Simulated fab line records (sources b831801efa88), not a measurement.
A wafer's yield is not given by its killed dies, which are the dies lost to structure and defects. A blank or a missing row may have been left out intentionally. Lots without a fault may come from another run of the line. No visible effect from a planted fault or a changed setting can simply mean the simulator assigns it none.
A lot that was struck, set against a sound lot | flow sfq_line | 15 out of 325 route steps
Sound: the wafers L831.2, L831.3, L831.6. Struck: wafer L841.5; the same lot's L841.6 was not struck, so it is left out; see the end for the cause.
Per side, at each step with rows, come the tool, then ch with its chambers, and then its first start. Under that, the readings that differ: sound wafers | struck wafers | difference of the means | sigmas: that difference in standard deviations of wafers without a fault.
alike: readings with means less than 2 such deviations apart, plus words and numbers identical on both sides. not compared: withheld readings, readings lacking a value on some wafer, bounds such as >300 that could conceal the same value, and numbers that have no deviation in the record and whose values overlap.
The two part at a step that has a row with sigmas, a row that says differs or no value, or rows on one side only. Numbers that have no deviation but don't overlap get no sigmas and don't part them. Lack of a reading on every wafer of one side parts them only where that side has two or more wafers.

first, 1 step without rows for these wafers: SFQ_TRILAYER_M1_STRIP_SOLV_CLEAN_044 (cleans in NMP, time 600 s).
SFQ_TRILAYER_I1_DEP_PECVD_045: deposits SiO2 from SiH4/N2O, time 111.11 s, target thk 500 nm.
  sound on pecvd-02 ch 0,2, day 18 17:59; struck on pecvd-03 ch 0, day 19 21:37
  reading              | sound                | struck | difference | sigmas
  susceptor_temp_C (C) | 150.21 149.98 150.03 | 149.76 | -0.31      | -2
  alike: heater_power_w, rf_fwd_power_W, throttle_valve_pct
SFQ_TRILAYER_I1_CMP_CMP_046: polishes SiO2.
  sound on cmp-02 ch 0,2,3, day 18 18:03; struck on cmp-01 ch 3, day 19 23:39
  alike: edge_zone_pressure_frac, motor_current_A, time_to_endpoint_s
SFQ_I1_BOW_MEAS_912:
  struck on film_metro-01, day 20 00:44; sound on film_metro-04, day 18 21:04
  alike: I1_BOW
SFQ_TRILAYER_I1_METRO_MEASURE_047:
  struck on film_metro-01, day 20 01:34; sound on film_metro-04, day 18 21:22
  alike: thk_nm
then, 6 steps without rows for these wafers: SFQ_TRILAYER_I1_VIA_LITHO_COAT_054 (resist thk 62 nm); SFQ_TRILAYER_I1_VIA_LITHO_COAT_049 (resist thk 650 nm); SFQ_TRILAYER_I1_VIA_LITHO_SOFTBAKE_053; SFQ_TRILAYER_I1_VIA_LITHO_EXPOSE_050 (exposes mask I1, target cd 500 nm); SFQ_TRILAYER_I1_VIA_LITHO_PEB_052 (peb time 60 s); SFQ_TRILAYER_I1_VIA_LITHO_DEVELOP_051 (time 60 s).
-- the record jumps here: 6 days lie between the struck wafers' starts before and after --
SFQ_I1_OVL_MEAS_913:
  struck on overlay-02, day 26 10:32; sound on overlay-02, day 25 16:31
  alike: I1_OVL
SFQ_TRILAYER_I1_VIA_BARC_OPEN_VIA_ETCH_071: etches BARC in O2, target depth 125 nm, time 41.7 s.
  sound on rie_diel-04 ch 2,3, day 25 16:33; struck on rie_diel-04 ch 1, day 26 10:34
  reading                                                 | sound             | struck | difference | sigmas
  oes_product_au (a.u.)                                   | 0.686 0.689 0.695 | 0.752  | +0.062     | +13
  run_length_s (s)                                        | 70.2 70.3 70.5    | 66.3   | -4.0       | -9
  model.KrF_of_TRILAYER_I1_VIA_LITHO_COAT_049.thk_nm (nm) | 574.5 570.4 571.6 | 580.4  | +8.2       |
  alike: drypump_motor_current_A
  not compared: rf_fwd_power_W, rf_hours_counter_h
SFQ_TRILAYER_I1_VIA_ETCH_VIA_ETCH_052: etches SiO2 in CHF3, stops on Nb, target depth 260 nm.
  sound on rie_diel-04 ch 2,3, day 25 16:35; struck on rie_diel-04 ch 1, day 26 10:39
  reading                                                 | sound             | struck | difference | sigmas
  model.KrF_of_TRILAYER_I1_VIA_LITHO_COAT_049.thk_nm (nm) | 531.5 525.4 526.9 | 536.4  | +8.5       |
  alike: drypump_motor_current_A, oes_product_au, rf_fwd_power_W
SFQ_TRILAYER_I1_VIA_STRIP_STRIP_053: strips in O2.
  sound on rie_metal-01 ch 0,1, day 25 16:43; struck on rie_metal-02 ch 0, day 26 11:07
  alike: drypump_motor_current_A, oes_product_au
  not compared: rf_hours_counter_h

WHERE THEY PART
At SFQ_TRILAYER_I1_DEP_PECVD_045 first; at SFQ_TRILAYER_I1_VIA_BARC_OPEN_VIA_ETCH_071 last (within this record only). Later steps at which nothing parts them and some readings are alike: SFQ_TRILAYER_I1_VIA_ETCH_VIA_ETCH_052, SFQ_TRILAYER_I1_VIA_STRIP_STRIP_053.

WHY: whatever the simulator had introduced
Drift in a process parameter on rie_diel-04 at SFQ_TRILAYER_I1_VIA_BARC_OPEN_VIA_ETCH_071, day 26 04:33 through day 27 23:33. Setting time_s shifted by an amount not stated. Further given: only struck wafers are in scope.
